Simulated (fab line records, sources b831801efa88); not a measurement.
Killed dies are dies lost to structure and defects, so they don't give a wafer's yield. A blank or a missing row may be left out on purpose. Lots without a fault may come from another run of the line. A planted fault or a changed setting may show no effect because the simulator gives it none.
A struck lot beside a sound one | flow gf180mcu | 43 steps out of a route of 602
Sound: wafers L348.1, L348.2, L348.6. Struck: wafers L359.1, L359.3, L359.4. The cause comes at the end.
At each step with rows: each side's tool, then ch and its chambers, then its first start. Under that, the readings that differ: sound wafers | struck wafers | difference of the means | sigmas: that difference in standard deviations of wafers without a fault.
alike: readings whose means differ by less than 2 such deviations, and words and numbers that are the same on both sides. not compared: withheld readings, readings that some wafer has no value for, bounds like >300 that may hide the same value, and numbers for which the record gives no deviation and whose values overlap.
The two part at a step that has a row with sigmas, a row that says differs or no value, or rows on one side only. Numbers that don't overlap but have no deviation are shown without sigmas and don't part them. A reading that every wafer of one side lacks parts them only if that side has two wafers or more.

GF_CONTACT_BOW_MEAS_05:
  sound on film_metro-02, day 16 01:35; struck on film_metro-03, day 19 20:23
  alike: CONTACT_BOW
then, 8 steps without rows for these wafers: GF_CONTACT_DEHYDRATE_06 (time 60 s); GF_CONTACT_HMDS_07 (prime time 60 s); GF_CONTACT_COAT_08; GF_CONTACT_COAT_09 (resist thk 1000 nm); GF_CONTACT_SOFTBAKE_10 (time 60 s); GF_CONTACT_EXPOSE_11 (exposes mask Contact, target cd 220 nm); GF_CONTACT_PEB_12 (peb time 90 s); GF_CONTACT_DEVELOP_13 (develop time 60 s).
GF_CONTACT_CD_MEAS_14: target cd 220 nm.
  sound on cd_sem-01, day 17 00:21; struck on cd_sem-02, day 20 20:27
  alike: cd_nm
GF_CONTACT_OVL_MEAS_15:
  sound on overlay-01, day 17 00:28; struck on overlay-01, day 20 20:34
  alike: CONTACT_OVL
then, 1 step without rows for these wafers: GF_CONTACT_ETCH_16 (etches BARC in N2/H2).
GF_CONTACT_ETCH_17: etches SiO2 in C4F8/O2/Ar, stops on CoSi2, target depth 860 nm.
  sound on rie_diel-03 ch 0,1,2, day 17 00:00; struck on rie_diel-03 ch 0,1,2, day 20 20:00
  alike: oes_product_au, rf_fwd_power_W
then, 4 steps without rows for these wafers: GF_CONTACT_STRIP_18 (strips in O2/N2); GF_CONTACT_CLEAN_19 (cleans in SPM); GF_CONTACT_CLEAN_20 (cleans in DIW); GF_CONTACT_CLEAN_21 (cleans in dHF, time 20 s).
GF_CONTACT_SPUTTER_22: material Ti, target thk 15 nm, time 80.02 s.
  sound on pvd_sputter-03, day 17 00:58; struck on pvd_sputter-03, day 20 21:04
  alike: cathode_dc_power_W, throttle_valve_pct
GF_CONTACT_SPUTTER_23: material TiN, target thk 10 nm, time 40 s.
  sound on pvd_sputter-03, day 17 01:02; struck on pvd_sputter-03, day 20 21:08
  alike: cathode_dc_power_W, throttle_valve_pct
then, 1 step without rows for these wafers: GF_CONTACT_CVD_24 (deposits W, target thk 300 nm, time 90.339 s).
GF_CONTACT_RS_MEAS_25: measures by four-point-probe.
  sound on film_metro-01, day 17 01:10; struck on film_metro-03, day 20 21:22
  alike: CONTACT_W_RS
GF_CONTACT_THK_MEAS_26: measures by xrf.
  sound on film_metro-01, day 17 01:17; struck on film_metro-03, day 20 21:29
  alike: CONTACT_W_THK
then, 1 step without rows for these wafers: GF_CONTACT_CMP_27 (polishes, stops on SiO2, t overpolish 15 s, target thk 0 nm).
GF_M1_SPUTTER_00: material Ti, target thk 37.5 nm, time 150 s.
  sound on pvd_sputter-04, day 17 01:39; struck on pvd_sputter-01, day 20 21:51
  alike: cathode_dc_power_W, throttle_valve_pct
then, 3 steps without rows for these wafers: GF_M1_SPUTTER_01 (material TiN, target thk 30 nm, time 25 s); GF_M1_SPUTTER_02 (material AlCu, target thk 450 nm, time 23.9 s); GF_M1_SPUTTER_03 (material Ti, target thk 10 nm, time 6.7 s).
GF_M1_SPUTTER_04: material TiN, target thk 50 nm, time 41.7 s.
  sound on pvd_sputter-04, day 17 01:50; struck on pvd_sputter-01, day 20 22:02
  alike: cathode_dc_power_W, throttle_valve_pct
GF_M1_RS_MEAS_05: measures by four-point-probe.
  sound on film_metro-04, day 17 01:52; struck on film_metro-04, day 20 22:04
  alike: M1_ALCU_RS
GF_M1_THK_MEAS_06: measures by xrf.
  sound on film_metro-04, day 17 01:59; struck on film_metro-04, day 20 22:11
  alike: M1_ALCU_THK
then, 7 steps without rows for these wafers: GF_M1_DEHYDRATE_07 (time 60 s); GF_M1_HMDS_08 (prime time 60 s); GF_M1_COAT_09 (resist thk 1000 nm); GF_M1_SOFTBAKE_10 (time 60 s); GF_M1_EXPOSE_11 (exposes mask Metal1, target cd 230 nm); GF_M1_PEB_12 (peb time 90 s); GF_M1_DEVELOP_13 (develop time 60 s).
GF_M1_CD_MEAS_14: target cd 230 nm.
  sound on cd_sem-01, day 17 23:55; struck on cd_sem-01, day 21 21:31
  alike: cd_nm
GF_M1_OVL_MEAS_15:
  sound on overlay-02, day 18 00:02; struck on overlay-01, day 21 21:38
  alike: M1_OVL
GF_M1_METAL_ETCH_16: etches the open film in Cl2/BCl3, stops on SiO2, target depth 750.8 nm, time 125.1 s.
  sound on rie_metal-01 ch 0,1, day 18 00:04; struck on rie_metal-03 ch 0, day 21 21:40
  alike: bcl3_flow_sccm, drypump_motor_current_A, oes_product_au, rf_fwd_power_W, throttle_valve_pct
  not compared: rf_hours_counter_h
then, 2 steps without rows for these wafers: GF_M1_STRIP_17 (strips in O2/N2); GF_M1_STRIP_18 (strips in post etch residue remover, time 1200 s).
-- the record jumps here: 11 days lie between the struck wafers' starts before and after (it left off in module M1 and takes up again in module PASSIVATION, whose first step shown is number 602 of the route) --
GF_PASSIVATION_PROBE_99:
  the record has rows for the struck wafers here (prober-01, day 32 18:44) and none for the sound ones

WHERE THEY PART
Only at GF_PASSIVATION_PROBE_99, within this record.

WHY: what the simulator had put in
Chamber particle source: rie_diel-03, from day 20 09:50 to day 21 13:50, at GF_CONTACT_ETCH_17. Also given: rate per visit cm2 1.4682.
